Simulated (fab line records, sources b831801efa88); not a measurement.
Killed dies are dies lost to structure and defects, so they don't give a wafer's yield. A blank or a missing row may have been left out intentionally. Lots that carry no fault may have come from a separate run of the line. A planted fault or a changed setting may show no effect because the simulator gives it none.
fab line records | flow sky130
record: lots: 6 | wafers: 15 | last-day: 50
route steps=708 shown CAP2M@613 METAL4@621 PAD_OPEN@708
lots that met no fault: from a run of the same line without faults
start-h: start of the lot's first displayed wafer, in hours after the record's first day | wait-h: how many hours have passed since the lot's step before this one | " as in the row above | L1.1+2: a row that stands for several wafers | - either no value or no given start | * or withheld: withheld | < > ~ a bound
route shown NAME@n: names a module that has steps shown in the file, with the first one's number in the route | usual: mean and standard deviation over wafers with no fault | same: alike in all rows | chamber/n: place in a boat | sites: per-site readings | _std_site: how widely they spread, as a standard deviation | _edge_site: inner sites' mean taken away from outer sites' mean | radius-mm: for every site, how far away it sits from the centre of the wafer | mask NAME#n: copy n | behind: the last tool/chamber to shape the wafer | hold: the reason the lot was held/the length of the hold in hours/how it ended | device: whichever transistor did not switch (one of n, p or np) | end of line: the route-end tests of the same wafers | a step with no rows: only its recipe | killed: not the wafer's yield, but the dies lost to structure and defects at the first sort | map: a wafer's dies, marking killed ones x, the rest . and places with no die _
set.NAME: setting as actually run; set.NAME@STEP: the setting as run at that earlier step | model.NAME: the simulator's own value behind a step, which no gauge read
lots seen at some steps along the route; tables by step, rows by wafer
services: from which hour (start-h, from the record's first day; less than 0 if before it) a tool's chamber was out of use, for how many hours, and why
== steps ==
step: SKY_CAP2M_PEB_10
recipe: temp-c: withheld | time-s: * | resist: NOVOLAK
step: SKY_CAP2M_DEVELOP_11
recipe: resist: NOVOLAK | developer: TMAH | develop-time-s: 60 | dev-temp-c: 23
step: SKY_CAP2M_OVL_MEAS_12
usual: CAP2M_OVL: 1.4/1.3
lot.wafer | tool       | chamber | start-h | wait-h | CAP2M_OVL[nm]
L404.2    | overlay-01 | -       | 994.74  | 0.1    | 1.9
L404.3    | "          | -       | "       | "      | -1.8
L404.6    | "          | -       | "       | "      | -0.4
L411.1    | overlay-02 | -       | 1030.50 | 0.1    | 2.4
L411.2    | "          | -       | "       | "      | 2.9
L411.6    | "          | -       | "       | "      | 2.2
L416.5    | overlay-02 | -       | 1075.45 | 0.0    | 2.0
L416.6    | "          | -       | "       | "      | 3.3
L417.4    | overlay-02 | -       | 1077.45 | 0.1    | 0.8
L420.2    | overlay-02 | -       | 1089.88 | 0.1    | 2.8
L420.3    | "          | -       | "       | "      | 2.1
L420.4    | "          | -       | "       | "      | 4.5
L422.1    | overlay-01 | -       | 1101.25 | 0.1    | 2.8
L422.2    | "          | -       | "       | "      | 3.9
L422.6    | "          | -       | "       | "      | 1.4
step: SKY_CAP2M_METAL_ETCH_13
recipe: target-depth-nm: 220 | stop-on: SiO2 | chemistry: Cl2/BCl3 | target: TiN | pressure-mtorr: 10 | icp-w: 900 | bias-w: 48.5 | Cl2_flow_sccm: 60 | bcl3-flow-sccm: 30 | time-s: 62.9
usual: drypump-motor-current-A: 5.50/0.23 | oes-product-au: 0.944/0.0072 | throttle-valve-pct: 21.899/0.01
lot.wafer | tool         | chamber | start-h | wait-h | drypump-motor-current-A | oes-product-au | rf-hours-counter-h | throttle-valve-pct
L404.2    | rie-metal-01 | 1       | 994.77  | 0.0    | 5.32                    | 0.953          | 15                 | 21.896
L404.3    | "            | 0       | "       | "      | 5.78                    | 0.938          | -                  | 21.903
L404.6    | "            | 0       | "       | "      | 5.77                    | 0.937          | -                  | 21.889
L411.1    | rie-metal-02 | 0       | 1030.54 | 0.0    | 5.09                    | 0.946          | 19                 | 21.878
L411.2    | "            | 1       | "       | "      | 5.42                    | 0.955          | 4                  | 21.888
L411.6    | "            | 0       | "       | "      | 5.12                    | 0.955          | -                  | 21.899
L416.5    | rie-metal-02 | 1       | 1075.51 | 0.1    | 5.45                    | 0.936          | -                  | 21.890
L416.6    | "            | 0       | "       | "      | 5.15                    | 0.945          | -                  | 21.881
L417.4    | rie-metal-02 | 0       | 1077.49 | 0.0    | 5.13                    | 0.937          | -                  | 21.899
L420.2    | rie-metal-03 | 1       | 1089.91 | 0.0    | 5.76                    | 0.951          | 19                 | 21.876
L420.3    | "            | 0       | "       | "      | 5.61                    | 0.954          | -                  | 21.891
L420.4    | "            | 1       | "       | "      | 5.76                    | 0.947          | -                  | 21.889
L422.1    | rie-metal-01 | 0       | 1101.29 | 0.0    | 5.81                    | 0.947          | 8                  | 21.902
L422.2    | "            | 1       | "       | "      | 5.34                    | 0.944          | 18                 | 21.910
L422.6    | "            | 1       | "       | "      | 5.32                    | 0.950          | -                  | 21.901
step: SKY_CAP2M_STRIP_14
recipe: chemistry: O2/N2 | power-w: 1400 | pressure-mtorr: 1500 | platen-temp-c: withheld | o2-flow-sccm: 3000 | n2-flow-sccm: 300 | overash-fraction: 0.5
usual: drypump-motor-current-A: 6.16/0.2 | oes-product-au: 0.710/0.0044 | strip-time-to-endpoint-s: 12.67/0.049
same: overash-fraction: 0.5
lot.wafer | tool            | chamber | start-h | wait-h | drypump-motor-current-A | oes-product-au | rf-hours-counter-h | strip-time-to-endpoint-s
L404.2    | plasma-asher-04 | 1       | 994.84  | 0.1    | 6.33                    | 0.702          | 56                 | 12.56
L404.3    | "               | 1       | "       | "      | 6.32                    | 0.708          | -                  | 12.54
L404.6    | "               | 0       | "       | "      | 5.92                    | 0.716          | -                  | 12.57
L411.1    | plasma-asher-02 | 1       | 1030.61 | 0.1    | 6.17                    | 0.704          | 89                 | 12.66
L411.2    | "               | 0       | "       | "      | 5.96                    | 0.715          | 89                 | 12.60
L411.6    | "               | 0       | "       | "      | 5.95                    | 0.715          | -                  | 12.67
L416.5    | plasma-asher-04 | 0       | 1075.60 | 0.1    | 5.91                    | 0.706          | -                  | 12.65
L416.6    | "               | 1       | "       | "      | 6.33                    | 0.705          | -                  | 12.67
L417.4    | plasma-asher-04 | 0       | 1077.58 | 0.1    | 5.93                    | 0.712          | -                  | 12.69
L420.2    | plasma-asher-04 | 0       | 1089.99 | 0.1    | 5.91                    | 0.713          | 66                 | 12.64
L420.3    | "               | 1       | "       | "      | 6.32                    | 0.715          | -                  | 12.67
L420.4    | "               | 0       | "       | "      | 5.90                    | 0.711          | -                  | 12.68
L422.1    | plasma-asher-03 | 0       | 1101.36 | 0.1    | 6.45                    | 0.713          | 3                  | 12.65
L422.2    | "               | 1       | "       | "      | 6.08                    | 0.713          | 3                  | 12.74
L422.6    | "               | 0       | "       | "      | 6.46                    | 0.712          | -                  | 12.74
step: SKY_CAP2M_STRIP_15
recipe: chemistry: post-etch-residue-remover | time-s: 1200 | temp-c: 72.5
step: SKY_CAP2M_CLEAN_16
recipe: chemistry: IPA | time-s: 180 | temp-c: 25
step: SKY_CAP2M_CLEAN_17
recipe: chemistry: O3/DIW | dry: n2-spin
step: SKY_METAL4_DEHYDRATE_05
recipe: temp-c: 200 | time-s: 60
step: SKY_METAL4_HMDS_06
recipe: prime-time-s: 60 | prime-temp-c: 120
step: SKY_METAL4_COAT_07
recipe: resist: BARC | temp-c: withheld | time-s: withheld | spin-rpm: 3000 | resist-thk-nm: 60
step: SKY_METAL4_COAT_08
recipe: resist: KrF-thick | spin-rpm: 3000 | resist-thk-nm: 1140
step: SKY_METAL4_SOFTBAKE_09
recipe: temp-c: 100 | time-s: 90 | resist: KrF-thick
usual: heater-power-total-W: 57.34/0.12 | plate-temp-C: 100.04/0.13
lot.wafer | tool           | chamber | start-h | wait-h | heater-power-total-W | plate-temp-C
L404.2    | litho-track-04 | 0       | 1007    | -      | 57.35                | 100.10
L404.3    | "              | 0       | "       | "      | 57.36                | 100.27
L404.6    | "              | 0       | "       | "      | 57.35                | 100.06
L411.1    | litho-track-02 | 0       | 1041    | -      | 57.14                | 99.98
L411.2    | "              | 0       | 1042    | -      | 57.35                | 100.03
L411.6    | "              | 0       | "       | "      | 57.50                | 100.25
L416.5    | litho-track-04 | 0       | 1086    | -      | 57.82                | 100.58
L416.6    | "              | 0       | "       | "      | 57.60                | 100.79
L417.4    | litho-track-04 | 0       | 1088    | -      | 57.71                | 100.59
L420.2    | litho-track-01 | 0       | 1100    | -      | 57.49                | 100.27
L420.3    | "              | 0       | "       | "      | 57.50                | 100.13
L420.4    | "              | 0       | 1101    | -      | 57.30                | 100.27
L422.1    | litho-track-01 | 0       | 1111    | -      | 57.24                | 99.83
L422.2    | "              | 0       | "       | "      | 57.28                | 100.01
L422.6    | "              | 0       | "       | "      | 57.32                | 99.90
step: SKY_METAL4_EXPOSE_10
recipe: mask-id: MM4 | na: 0.68 | source-shape: annular | sigma-inner: 0.4 | sigma-outer: 0.8 | target-cd-nm: 300 | dose-mj: 28
step: SKY_PAD_OPEN_PROBE_99
usual: defect-limited-yield: 82.0/2.1 | killed_at_M0_to_M3: 45/7 | killed_at_M4_up: 3.4/1.8 | killed-at-contacts: 24/5.4 | killed-at-front-end: 16/4.8 | killed-at-other: 0.4/0.62 | killed-dies: 89/10 | killed-open: 48/7.2 | killed-short: 40/6.3 | sort_bin_3_pad_short: 0.9/0.39 | sort_bin_5_function: 10.7/1.5 | sort_bin_6_memory: 6.4/1.1 | sort-n-pass: 403/10 | sort-yield-pct: 82.0/2.1
same: gross-dies: 492 | killed-at-back-side: 0 | sort_bin_4_leakage[%]: 0 | sort_bin_8_speed[%]: 0
lot.wafer | tool      | chamber | start-h | wait-h | defect-limited-yield[%] | killed_at_M0_to_M3 | killed_at_M4_up | killed-at-contacts | killed-at-front-end | killed-at-other | killed-dies | killed-open | killed-short | sort_bin_3_pad_short[%] | sort_bin_5_function[%] | sort_bin_6_memory[%] | sort-n-pass | sort-yield-pct[%]
L404.2    | prober-01 | -       | 1112.61 | 0.1    | 81.9                    | 40                 | 7               | 24                 | 18                  | 0               | 89          | 47          | 42           | 1.2                     | 9.3                    | 7.5                  | 403         | 81.9
L404.3    | prober-01 | -       | 1112.66 | 0.2    | 79.9                    | 51                 | 1               | 28                 | 19                  | 0               | 99          | 52          | 47           | 1.0                     | 13.4                   | 5.7                  | 393         | 79.9
L404.6    | prober-01 | -       | 1112.81 | 0.2    | 82.3                    | 41                 | 8               | 24                 | 14                  | 0               | 87          | 45          | 42           | 1.6                     | 11.0                   | 5.1                  | 405         | 82.3
L411.1    | prober-02 | -       | 1141.49 | 0.1    | 83.9                    | 40                 | 2               | 20                 | 17                  | 0               | 79          | 44          | 35           | 1.0                     | 9.3                    | 5.7                  | 413         | 83.9
L411.2    | prober-02 | -       | 1141.54 | 0.1    | 79.9                    | 45                 | 4               | 30                 | 19                  | 1               | 99          | 56          | 43           | 0.8                     | 13.0                   | 6.3                  | 393         | 79.9
L411.6    | prober-02 | -       | 1141.74 | 0.2    | 84.6                    | 43                 | 0               | 19                 | 14                  | 0               | 76          | 45          | 31           | 0.6                     | 9.3                    | 5.5                  | 416         | 84.6
killed by level:class
L404.2 VIA2:geometric-particle:open=9 CONTACT:geometric-particle:open=8 VIA1:geometric-particle:open=8 VIA3:geometric-particle:open=7 FIELD_ISO:geometric-particle:short=6 POLY_GATE:geometric-particle:short=6 LI_CONTACT:geometric-particle:open=6 CONTACT:geometric-particle:short=5
L404.3 METAL1:geometric-particle:short=10 VIA1:geometric-particle:open=9 POLY_GATE:geometric-particle:open=8 LI_CONTACT:geometric-particle:open=8 VIA1:geometric-particle:short=8 CONTACT:geometric-particle:open=7 VIA2:geometric-particle:open=6 CONTACT:geometric-particle:short=5
L404.6 CONTACT:geometric-particle:open=9 VIA2:geometric-particle:open=7 LI_CONTACT:geometric-particle:open=6 CONTACT:geometric-particle:short=6 METAL1:geometric-particle:short=6 VIA1:geometric-particle:open=6 METAL4:geometric-particle:short=5 FIELD_ISO:geometric-particle:short=4
L411.1 VIA3:geometric-particle:open=8 VIA2:geometric-particle:open=8 CONTACT:geometric-particle:short=7 CONTACT:geometric-particle:open=6 POLY_GATE:geometric-particle:open=5 VIA1:geometric-particle:short=5 VIA1:geometric-particle:open=5 FIELD_ISO:geometric-particle:short=4
L411.2 CONTACT:geometric-particle:open=12 VIA1:geometric-particle:open=11 VIA2:geometric-particle:open=10 CONTACT:geometric-particle:short=7 VIA1:geometric-particle:short=6 METAL1:geometric-particle:short=6 FIELD_ISO:geometric-particle:short=5 POLY_GATE:geometric-particle:open=5
L411.6 VIA1:geometric-particle:open=14 CONTACT:geometric-particle:short=6 VIA2:geometric-particle:open=6 FIELD_ISO:geometric-particle:open=5 LI_CONTACT:geometric-particle:open=5 VIA3:geometric-particle:open=5 CONTACT:geometric-particle:open=4 METAL1:geometric-particle:short=4
== services ==
tool            | chamber | start-h | hours | kind
plasma-asher-04 | -       | 972.28  | 5.6   | repair
litho-track-04  | -       | 988.04  | -     | consumable-replace:filter
rie-metal-01    | 0       | 1005.64 | -     | clean
rie-metal-01    | 0       | 1005.64 | 21.3  | scheduled-down
rie-metal-01    | 0       | 1005.64 | 21.3  | vent-cycle
rie-metal-03    | 0       | 1016.32 | 1.0   | repair
rie-metal-01    | 1       | 1027.66 | 45.5  | repair
plasma-asher-03 | -       | 1055.25 | 9.0   | pm
plasma-asher-03 | 0       | 1055.25 | 9.0   | vent-cycle
plasma-asher-03 | 1       | 1055.25 | 9.0   | vent-cycle
plasma-asher-03 | 0       | 1064.25 | -     | clean
plasma-asher-03 | 1       | 1064.25 | -     | clean
rie-metal-02    | -       | 1082.85 | 0.2   | repair
plasma-asher-04 | -       | 1083.57 | 0.4   | repair
== key ==
first-sign: step: SKY_METAL4_SOFTBAKE_09 | reading: plate-temp-C | direction: up | sigmas: 4.6 | usual: * | struck: *
effect: step: SKY_METAL4_SOFTBAKE_09 | reading: heater-power-total-W | direction: up | sigmas: 3.1 | usual: * | struck: *
met-at SKY_METAL4_SOFTBAKE_09
struck-wafers L416.5,L416.6,L417.4
onset-between 1007 1086
fault: kind: process-parameter-drift | tool: litho-track-04 | chamber: - | onset-h: 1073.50 | steps: SKY_METAL4_SOFTBAKE_09 | channel: temp-c | offset: * | shape: step | end-h: 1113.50 | acts-in: * | stated: *
